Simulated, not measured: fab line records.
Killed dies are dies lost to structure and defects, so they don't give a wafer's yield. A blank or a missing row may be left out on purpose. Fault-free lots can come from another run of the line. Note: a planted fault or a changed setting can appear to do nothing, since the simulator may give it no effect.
Matching of chambers    flow gf180mcu    cmp-02 running GF_V1_CMP_04: 4 sister chambers
The step polishes SiO2. 4 wafers are shown with their chamber, then 7 later ones without.

== WAFERS WITH THEIR CHAMBER ==
wafer   chamber  motorCurrentA (A)
L913.5  2        11.0
L914.4  0        13.9
L915.1  3        12.4
L915.5  1        10.7

== WAFERS WHOSE CHAMBER IS MISSING ==
wafer   motorCurrentA (A)
L915.6  14.2
L922.1  13.9
L922.4  11.1
L922.5  12.0
L923.1  10.8
L923.4  13.5
L923.5  12.9

== WHICH CHAMBER EACH ONE RAN IN ==
wafer   from the rows above      in truth
L915.6  0                        0
L922.1  0                        0
L922.4  can't be placed: 2 or 1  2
L922.5  can't be placed: 3 or 2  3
L923.1  can't be placed: 1 or 2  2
L923.4  0                        0
L923.5  can't be placed: 3 or 0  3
Correct placement for 3 of the 7. Cannot be placed on the basis of these rows: 4; the candidates contain the true chamber in 4. Placed wrongly: 0.
How it was worked out, from the rows above alone: a wafer's distance from a chamber is the root of the sum, over the readings, of the square of ((its reading less the chamber's mean) divided by the reading's scatter). The wafer belongs to the nearest chamber; if the next one is less than 2 further off, it can't be placed. A chamber's mean is the mean of its shown wafers. The scatter: with one shown wafer a chamber, the root of the mean of the squares of how far each hidden wafer lies from its nearest shown one.
